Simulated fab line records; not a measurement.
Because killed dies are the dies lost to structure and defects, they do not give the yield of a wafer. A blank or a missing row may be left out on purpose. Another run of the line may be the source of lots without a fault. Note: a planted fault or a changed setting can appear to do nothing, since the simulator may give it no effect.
Which of the tools did it? || flow sky130 || Sampling: 10 lots, 30 wafers, 6 of 708 route steps

## WHAT THE GAUGES SHOWED, per wafer
SKY_CAPM_RS_MEAS_03: uses a four-point probe to measure. Usual: CAPM_TIN_RS typically reads 6.89 ohm/sq, with standard deviation 0.11.
{"lot": "L121", "measured": "day 36 13:50", "on": "filmMetro-03", "CAPM_TIN_RS (ohm/sq)": "6.70 6.92 6.66", "flag": ""}
{"lot": "L123", "measured": "day 37 03:41", "on": "filmMetro-03", "CAPM_TIN_RS (ohm/sq)": "6.68 6.92 6.95", "flag": ""}
{"lot": "L125", "measured": "day 37 21:35", "on": "filmMetro-01", "CAPM_TIN_RS (ohm/sq)": "6.80 6.81 6.64", "flag": ""}
{"lot": "L126", "measured": "day 38 00:49", "on": "filmMetro-01", "CAPM_TIN_RS (ohm/sq)": "6.97 6.91 6.73", "flag": ""}
{"lot": "L129", "measured": "day 39 05:25", "on": "filmMetro-03", "CAPM_TIN_RS (ohm/sq)": "6.81 6.91 6.99", "flag": ""}
{"lot": "L131", "measured": "day 39 16:25", "on": "filmMetro-01", "CAPM_TIN_RS (ohm/sq)": "7.19 7.08 7.12", "flag": ""}
{"lot": "L132", "measured": "day 39 22:46", "on": "filmMetro-01", "CAPM_TIN_RS (ohm/sq)": "6.93 6.85 6.82", "flag": ""}
{"lot": "L133", "measured": "day 40 05:28", "on": "filmMetro-03", "CAPM_TIN_RS (ohm/sq)": "6.91 7.03 7.09", "flag": ""}
{"lot": "L140", "measured": "day 42 04:46", "on": "filmMetro-02", "CAPM_TIN_RS (ohm/sq)": "6.88 6.36 6.87 6.87 6.35 6.90", "flag": ""}
{"lot": "L143", "measured": "day 42 23:13", "on": "filmMetro-03", "CAPM_TIN_RS (ohm/sq)": "6.44 7.00 6.81 6.44 7.00 6.85", "flag": ""}

SKY_CAPM_THK_MEAS_04: measures by xrf. Usual: CAPM_TIN_THK typically reads 199 nm, with standard deviation 3.1.
{"lot": "L121", "measured": "day 36 13:58", "on": "filmMetro-03", "CAPM_TIN_THK (nm)": "204 197 204", "flag": ""}
{"lot": "L123", "measured": "day 37 03:49", "on": "filmMetro-03", "CAPM_TIN_THK (nm)": "203 197 196", "flag": ""}
{"lot": "L125", "measured": "day 37 21:43", "on": "filmMetro-01", "CAPM_TIN_THK (nm)": "202 202 207", "flag": ""}
{"lot": "L126", "measured": "day 38 00:55", "on": "filmMetro-01", "CAPM_TIN_THK (nm)": "197 199 204", "flag": ""}
{"lot": "L129", "measured": "day 39 05:31", "on": "filmMetro-03", "CAPM_TIN_THK (nm)": "202 198 197", "flag": ""}
{"lot": "L131", "measured": "day 39 16:32", "on": "filmMetro-01", "CAPM_TIN_THK (nm)": "190 193 191", "flag": ""}
{"lot": "L132", "measured": "day 39 22:52", "on": "filmMetro-01", "CAPM_TIN_THK (nm)": "197 200 200", "flag": ""}
{"lot": "L133", "measured": "day 40 05:35", "on": "filmMetro-03", "CAPM_TIN_THK (nm)": "199 195 194", "flag": ""}
{"lot": "L140", "measured": "day 42 09:21", "on": "filmMetro-02", "CAPM_TIN_THK (nm)": "199 214 200 198 215 199", "flag": ""}
{"lot": "L143", "measured": "day 43 01:57", "on": "filmMetro-03", "CAPM_TIN_THK (nm)": "213 196 200 213 196 200", "flag": ""}

SKY_CAPM_OVL_MEAS_12. Usual: CAPM_OVL typically reads 0.0 nm, with standard deviation 1.2.
{"lot": "L121", "measured": "day 37 16:20", "on": "overlay-01", "CAPM_OVL (nm)": "-0.5 1.2 0.0", "flag": ""}
{"lot": "L123", "measured": "day 38 05:28", "on": "overlay-02", "CAPM_OVL (nm)": "0.2 -0.3 2.0", "flag": ""}
{"lot": "L125", "measured": "day 38 23:01", "on": "overlay-02", "CAPM_OVL (nm)": "-0.8 -0.7 -0.5", "flag": ""}
{"lot": "L126", "measured": "day 39 02:05", "on": "overlay-01", "CAPM_OVL (nm)": "1.4 -1.8 -0.7", "flag": ""}
{"lot": "L129", "measured": "day 40 06:11", "on": "overlay-01", "CAPM_OVL (nm)": "-1.2 1.4 -2.0", "flag": ""}
{"lot": "L131", "measured": "day 40 16:14", "on": "overlay-01", "CAPM_OVL (nm)": "-1.2 -0.6 -0.9", "flag": ""}
{"lot": "L132", "measured": "day 40 22:35", "on": "overlay-01", "CAPM_OVL (nm)": "-1.6 -0.5 -3.6", "flag": ""}
{"lot": "L133", "measured": "day 41 06:14", "on": "overlay-02", "CAPM_OVL (nm)": "-0.3 -0.4 -0.2", "flag": ""}
{"lot": "L140", "measured": "day 43 03:47", "on": "overlay-02", "CAPM_OVL (nm)": "0.0 -0.4 2.4", "flag": ""}
{"lot": "L143", "measured": "day 43 22:12", "on": "overlay-01", "CAPM_OVL (nm)": "1.0 -1.0 0.7", "flag": ""}

## EACH LOT AND THE TOOL THAT RAN IT (in order: tool; ch and the chambers of the sampled wafers; start)
{"lot": "L121", "SKY_VIA2_CMP_02": "cmp-01 ch 1,2, day 35 09:22", "SKY_METAL3_SPUTTER_00": "pvdSputter-04, day 36 13:29", "SKY_CAPM_SPUTTER_02": "pvdSputter-01, day 36 13:44"}
{"lot": "L123", "SKY_VIA2_CMP_02": "cmp-02 ch 0,2, day 35 23:27", "SKY_METAL3_SPUTTER_00": "pvdSputter-04, day 37 03:21", "SKY_CAPM_SPUTTER_02": "pvdSputter-01, day 37 03:35"}
{"lot": "L125", "SKY_VIA2_CMP_02": "cmp-02 ch 0,1,2, day 36 17:42", "SKY_METAL3_SPUTTER_00": "pvdSputter-04, day 37 21:15", "SKY_CAPM_SPUTTER_02": "pvdSputter-01, day 37 21:29"}
{"lot": "L126", "SKY_VIA2_CMP_02": "cmp-02 ch 1,2,3, day 36 20:23", "SKY_METAL3_SPUTTER_00": "pvdSputter-04, day 38 00:26", "SKY_CAPM_SPUTTER_02": "pvdSputter-01, day 38 00:41"}
{"lot": "L129", "SKY_VIA2_CMP_02": "cmp-02 ch 0,3, day 38 01:51", "SKY_METAL3_SPUTTER_00": "pvdSputter-04, day 39 05:02", "SKY_CAPM_SPUTTER_02": "pvdSputter-02, day 39 05:16"}
{"lot": "L131", "SKY_VIA2_CMP_02": "cmp-02 ch 1,2,3, day 38 13:39", "SKY_METAL3_SPUTTER_00": "pvdSputter-03, day 39 16:04", "SKY_CAPM_SPUTTER_02": "pvdSputter-02, day 39 16:19"}
{"lot": "L132", "SKY_VIA2_CMP_02": "cmp-02 ch 0,1,2, day 38 20:02", "SKY_METAL3_SPUTTER_00": "pvdSputter-03, day 39 22:22", "SKY_CAPM_SPUTTER_02": "pvdSputter-01, day 39 22:37"}
{"lot": "L133", "SKY_VIA2_CMP_02": "cmp-01 ch 0,1,3, day 39 03:07", "SKY_METAL3_SPUTTER_00": "pvdSputter-01, day 40 05:06", "SKY_CAPM_SPUTTER_02": "pvdSputter-02, day 40 05:21"}
{"lot": "L140", "SKY_VIA2_CMP_02": "cmp-02 ch 1,3, day 41 02:00", "SKY_METAL3_SPUTTER_00": "pvdSputter-03, day 42 04:23", "SKY_CAPM_SPUTTER_02": "pvdSputter-02, day 42 04:38"}
{"lot": "L143", "SKY_VIA2_CMP_02": "cmp-02 ch 1,2,3, day 41 20:57", "SKY_METAL3_SPUTTER_00": "pvdSputter-04, day 42 22:50", "SKY_CAPM_SPUTTER_02": "pvdSputter-02, day 42 23:04"}
- SKY_VIA2_CMP_02: polishes SiO2.
- SKY_METAL3_SPUTTER_00: material Ti, target thk 15 nm, time 10 s.
- SKY_CAPM_SPUTTER_02: material TiN, target thk 200 nm, time 166.7 s.

## AS READ BY THE TOOLS THEMSELVES (means over the sampled wafers that have a number; for cases with no such wafer, the mark the record gives instead)
SKY_VIA2_CMP_02. Usual: 11.3 A for motorCurrentA, sd 1.3.
{"lot": "L121", "tool": "cmp-01", "motorCurrentA (A)": 12.1, "flag": ""}
{"lot": "L123", "tool": "cmp-02", "motorCurrentA (A)": 9.9, "flag": ""}
{"lot": "L125", "tool": "cmp-02", "motorCurrentA (A)": 10.5, "flag": ""}
{"lot": "L126", "tool": "cmp-02", "motorCurrentA (A)": 11.4, "flag": ""}
{"lot": "L129", "tool": "cmp-02", "motorCurrentA (A)": 11.7, "flag": ""}
{"lot": "L131", "tool": "cmp-02", "motorCurrentA (A)": 11.6, "flag": ""}
{"lot": "L132", "tool": "cmp-02", "motorCurrentA (A)": 10.2, "flag": ""}
{"lot": "L133", "tool": "cmp-01", "motorCurrentA (A)": 12.0, "flag": ""}
{"lot": "L140", "tool": "cmp-02", "motorCurrentA (A)": 11.5, "flag": ""}
{"lot": "L143", "tool": "cmp-02", "motorCurrentA (A)": 11.6, "flag": ""}

SKY_METAL3_SPUTTER_00. Usual: cathodeDcPowerW 3000.0 W, standard deviation 0.62; throttleValvePct 30.2 %, standard deviation 0.79.
{"lot": "L121", "tool": "pvdSputter-04", "cathodeDcPowerW (W)": 2999.9, "throttleValvePct (%)": 30.4, "flag": ""}
{"lot": "L123", "tool": "pvdSputter-04", "cathodeDcPowerW (W)": 3000.4, "throttleValvePct (%)": 30.0, "flag": ""}
{"lot": "L125", "tool": "pvdSputter-04", "cathodeDcPowerW (W)": 3000.3, "throttleValvePct (%)": 30.3, "flag": ""}
{"lot": "L126", "tool": "pvdSputter-04", "cathodeDcPowerW (W)": 3000.5, "throttleValvePct (%)": 29.8, "flag": ""}
{"lot": "L129", "tool": "pvdSputter-04", "cathodeDcPowerW (W)": 2999.8, "throttleValvePct (%)": 29.6, "flag": ""}
{"lot": "L131", "tool": "pvdSputter-03", "cathodeDcPowerW (W)": 3000.3, "throttleValvePct (%)": 29.7, "flag": ""}
{"lot": "L132", "tool": "pvdSputter-03", "cathodeDcPowerW (W)": 2999.7, "throttleValvePct (%)": 29.7, "flag": ""}
{"lot": "L133", "tool": "pvdSputter-01", "cathodeDcPowerW (W)": 3000.0, "throttleValvePct (%)": 29.7, "flag": ""}
{"lot": "L140", "tool": "pvdSputter-03", "cathodeDcPowerW (W)": 3000.2, "throttleValvePct (%)": 30.5, "flag": ""}
{"lot": "L143", "tool": "pvdSputter-04", "cathodeDcPowerW (W)": 3000.0, "throttleValvePct (%)": 30.0, "flag": ""}

SKY_CAPM_SPUTTER_02. Usual: cathodeDcPowerW 6500.0 W, standard deviation 1.2; throttleValvePct 30.0 %, standard deviation 1.
{"lot": "L121", "tool": "pvdSputter-01", "cathodeDcPowerW (W)": 6499.0, "throttleValvePct (%)": 30.8, "flag": ""}
{"lot": "L123", "tool": "pvdSputter-01", "cathodeDcPowerW (W)": 6499.1, "throttleValvePct (%)": 30.9, "flag": ""}
{"lot": "L125", "tool": "pvdSputter-01", "cathodeDcPowerW (W)": 6500.1, "throttleValvePct (%)": 30.2, "flag": ""}
{"lot": "L126", "tool": "pvdSputter-01", "cathodeDcPowerW (W)": 6500.8, "throttleValvePct (%)": 30.2, "flag": ""}
{"lot": "L129", "tool": "pvdSputter-02", "cathodeDcPowerW (W)": 6499.0, "throttleValvePct (%)": 29.8, "flag": ""}
{"lot": "L131", "tool": "pvdSputter-02", "cathodeDcPowerW (W)": 6499.7, "throttleValvePct (%)": 29.5, "flag": ""}
{"lot": "L132", "tool": "pvdSputter-01", "cathodeDcPowerW (W)": 6499.7, "throttleValvePct (%)": 30.2, "flag": ""}
{"lot": "L133", "tool": "pvdSputter-02", "cathodeDcPowerW (W)": 6500.2, "throttleValvePct (%)": 29.0, "flag": ""}
{"lot": "L140", "tool": "pvdSputter-02", "cathodeDcPowerW (W)": 6690.4, "throttleValvePct (%)": 28.5, "flag": "OFF"}
{"lot": "L143", "tool": "pvdSputter-02", "cathodeDcPowerW (W)": 6689.7, "throttleValvePct (%)": 30.0, "flag": "OFF"}

## THE ANSWER, worked out from the rows above alone
Rule: lot off if the mean of its wafers having a number is beyond 3 standard deviations from the usual mean. A lot without any number at a reading at which 4 lots or more have one is off too. Any other lot the step has rows for is counted as sound. Order of review: gauges by route order, followed by the tools' own readings, for which a lot's mean as printed above is used. The first step at which some lot is off is used, and at that step the reading that is off furthest; a lot without a number counts as furthest.
Off, at SKY_CAPM_SPUTTER_02 on cathodeDcPowerW: L140, L143.
A tool fits if, at that step or a process step before it, it ran every lot that is off, and no sound lot after the first of them. This does not decide it: 2 tools fit, namely cmp-02 at SKY_VIA2_CMP_02 and pvdSputter-02 at SKY_CAPM_SPUTTER_02.

## WHAT THE SIMULATOR HAD PUT IN
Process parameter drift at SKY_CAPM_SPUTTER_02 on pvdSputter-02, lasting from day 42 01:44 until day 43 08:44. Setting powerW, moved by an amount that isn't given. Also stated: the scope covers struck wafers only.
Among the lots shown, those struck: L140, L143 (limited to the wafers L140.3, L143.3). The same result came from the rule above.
